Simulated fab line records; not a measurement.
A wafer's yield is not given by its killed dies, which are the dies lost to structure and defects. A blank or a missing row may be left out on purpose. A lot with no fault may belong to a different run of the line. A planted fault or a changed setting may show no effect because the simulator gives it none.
What tool caused it? | flow gf180mcu | 13 lots, 39 wafers sampled, at 5 steps of a route of 602

WHAT EACH GAUGE READ, for each wafer
GF_LVPWELL_OVL_MEAS_07. Usual: LVPWELL_OVL typically reads 0.2 nm, with standard deviation 1.1.
lot  | measured    | on         | LVPWELL_OVL (nm) | flag
L641 | day 4 00:27 | overlay-02 | -3.4 -1.1 -1.2   |
L642 | day 4 06:59 | overlay-02 | -1.5 -0.5 0.1    |
L643 | day 4 09:09 | overlay-01 | 0.3 1.2 0.1      |
L644 | day 4 13:27 | overlay-01 | -0.1 0.0 -0.4    |
L646 | day 4 23:34 | overlay-02 | -1.2 -0.6 -0.5   |
L647 | day 5 05:11 | overlay-01 | -0.6 -0.4 -0.6   |
L648 | day 5 12:44 | overlay-01 | -0.4 0.9 -0.9    |
L651 | day 6 03:52 | overlay-01 | 0.6 0.2 0.5      |
L653 | day 6 15:15 | overlay-01 | - - -            | OFF
L660 | day 8 06:56 | overlay-01 | -0.5 0.9 0.0     |
L662 | day 8 18:02 | overlay-01 | 0.5 0.4 -0.5     |
L663 | day 8 22:47 | overlay-02 | 1.1 0.8 -0.3     |
L664 | day 9 04:41 | overlay-02 | 1.1 0.1 -1.3     |

GF_LVPWELL_TW_MEAS_11. Usual: LVPWELL_TW typically reads 563, with standard deviation 4.
lot  | measured    | on            | LVPWELL_TW  | flag
L641 | day 4 00:53 | film metro-02 | 567 567 565 |
L642 | day 4 07:26 | film metro-01 | 556 559 560 |
L643 | day 4 09:35 | film metro-02 | 564 563 565 |
L644 | day 4 13:53 | film metro-01 | 558 555 558 |
L646 | day 5 00:00 | film metro-01 | 559 561 562 |
L647 | day 5 05:38 | film metro-02 | 568 567 569 |
L648 | day 5 13:11 | film metro-03 | 563 561 562 |
L651 | day 6 04:18 | film metro-01 | 558 559 559 |
L653 | day 6 15:41 | film metro-01 | 30 30 30    | OFF
L660 | day 8 07:22 | film metro-03 | 564 561 564 |
L662 | day 8 18:29 | film metro-01 | 559 562 559 |
L663 | day 8 23:14 | film metro-03 | 563 565 563 |
L664 | day 9 05:07 | film metro-02 | 565 563 569 |

GF_SAB_OVL_MEAS_10. Usual: SAB_OVL typically reads 0.1 nm, with standard deviation 1.4.
lot  | measured     | on         | SAB_OVL (nm)   | flag
L641 | day 15 08:31 | overlay-02 | 1.7 1.4 2.9    |
L642 | day 15 15:14 | overlay-02 | -2.3 -1.8 -1.4 |
L643 | day 16 00:13 | overlay-02 | -1.5 -1.1 -1.0 |
L644 | day 16 05:25 | overlay-02 | -0.2 0.7 0.2   |
L646 | day 16 18:37 | overlay-01 | 1.6 0.8 2.2    |
L647 | day 17 03:34 | overlay-02 | 1.2 1.2 1.3    |
L648 | day 17 15:31 | overlay-02 | -2.4 -1.3 -1.5 |
L651 | day 18 13:52 | overlay-01 | -0.1 0.6 0.6   |
L653 | day 19 07:58 | overlay-02 | -1.2 -1.4 -0.8 |
L660 | day 22 00:24 | overlay-01 | 0.2 0.3 1.5    |
L662 | day 22 14:00 | overlay-01 | 1.8 0.5 2.5    |
L663 | day 22 19:28 | overlay-02 | 0.5 -0.6 -1.5  |
L664 | day 23 02:52 | overlay-01 | 1.2 0.0 -0.9   |

EACH LOT AND THE TOOL THAT RAN IT (in order: tool; ch and the chambers of the sampled wafers; start)
lot  | GF_LVPWELL_EXPOSE_04               | GF_PSD_STRIP_10
L641 | iline stepper-01 ch 0, day 3 18:01 | plasma asher-02 ch 0,1, day 14 10:54
L642 | iline stepper-02 ch 0, day 4 00:53 | plasma asher-02 ch 0,1, day 14 17:39
L643 | iline stepper-02 ch 0, day 4 03:20 | plasma asher-01 ch 0,1, day 15 02:15
L644 | iline stepper-01 ch 0, day 4 06:44 | plasma asher-01 ch 0,1, day 15 06:11
L646 | iline stepper-01 ch 0, day 4 17:28 | plasma asher-03 ch 0,1, day 15 19:34
L647 | iline stepper-02 ch 0, day 4 22:16 | plasma asher-01 ch 1, day 16 03:48
L648 | iline stepper-02 ch 0, day 5 05:50 | plasma asher-02 ch 0,1, day 16 15:15
L651 | iline stepper-02 ch 0, day 5 20:37 | plasma asher-03 ch 0,1, day 17 13:32
L653 | iline stepper-02 ch 0, day 6 08:02 | plasma asher-03 ch 0,1, day 18 07:15
L660 | iline stepper-02 ch 0, day 7 22:55 | plasma asher-01 ch 0,1, day 21 00:11
L662 | iline stepper-02 ch 0, day 8 10:02 | plasma asher-03 ch 0,1, day 21 14:36
L663 | iline stepper-02 ch 0, day 8 14:41 | plasma asher-03 ch 0,1, day 21 19:38
L664 | iline stepper-02 ch 0, day 8 20:59 | plasma asher-02 ch 0,1, day 22 03:26
- GF_LVPWELL_EXPOSE_04: exposes mask LVPWELL, target cd 600 nm.
- GF_PSD_STRIP_10: strips in O2/N2.

WHAT THE TOOLS THEMSELVES READ (means of the sampled wafers that have a number; where no wafer has one, the mark that the record gives instead)
GF_PSD_STRIP_10. Usual: drypump motor current A 5.8 A, standard deviation 0.51; heater power w 350 W, standard deviation 25; o2 flow sccm 3000 sccm, standard deviation 9.4; oes product au 0.592 a.u., standard deviation 0.0049; strip time to endpoint s 16.55 s, standard deviation 0.035.
lot  | tool            | drypump motor current A (A) | heater power w (W) | o2 flow sccm (sccm) | oes product au (a.u.) | strip time to endpoint s (s) | flag
L641 | plasma asher-02 | 6.0                         | 339                | 3001                | 0.588                 | 16.58                        |
L642 | plasma asher-02 | 6.3                         | 352                | 2994                | 0.594                 | 16.55                        |
L643 | plasma asher-01 | 5.2                         | 320                | 2989                | 0.587                 | 16.54                        |
L644 | plasma asher-01 | 5.2                         | 325                | 3001                | 0.590                 | 16.53                        |
L646 | plasma asher-03 | 5.6                         | 355                | 2998                | 0.591                 | 16.55                        |
L647 | plasma asher-01 | 5.4                         | 371                | 3002                | 0.591                 | 16.54                        |
L648 | plasma asher-02 | 6.0                         | 344                | 2998                | 0.593                 | 16.54                        |
L651 | plasma asher-03 | 5.9                         | 361                | 3005                | 0.596                 | 16.55                        |
L653 | plasma asher-03 | 5.9                         | 359                | 3002                | 0.589                 | 16.58                        |
L660 | plasma asher-01 | 5.2                         | 339                | 3005                | 0.593                 | 16.55                        |
L662 | plasma asher-03 | 5.9                         | 361                | 3002                | 0.593                 | 16.53                        |
L663 | plasma asher-03 | 5.7                         | 349                | 3010                | 0.593                 | 16.59                        |
L664 | plasma asher-02 | 6.3                         | 351                | 3002                | 0.589                 | 16.49                        |

THE ANSWER, worked out from the rows above alone
Rule: a lot counts as off when the mean over its wafers that have a number is more than 3 standard deviations away from the usual mean. A lot without any number at a reading at which 4 lots or more have one is off too. Any other lot the step has rows for is counted as sound. After the gauges, taken in route order, come the tools' own readings; for these a lot's mean is taken, as printed above. At the first step where some lot is off, the reading lying furthest off is the one used; lots without a number count as furthest.
Off: at GF_LVPWELL_OVL_MEAS_07 (LVPWELL_OVL), L653. Without a number there: L653.
A tool fits if, at a process step before that reading, it ran every lot that is off, and no sound lot after the first of them. The gauges at GF_LVPWELL_OVL_MEAS_07 aren't tried: what is off there is off at GF_LVPWELL_TW_MEAS_11 too, on other tools, and a gauge's error can't cause that. None of those tried fits.

WHAT THE SIMULATOR HAD INSERTED
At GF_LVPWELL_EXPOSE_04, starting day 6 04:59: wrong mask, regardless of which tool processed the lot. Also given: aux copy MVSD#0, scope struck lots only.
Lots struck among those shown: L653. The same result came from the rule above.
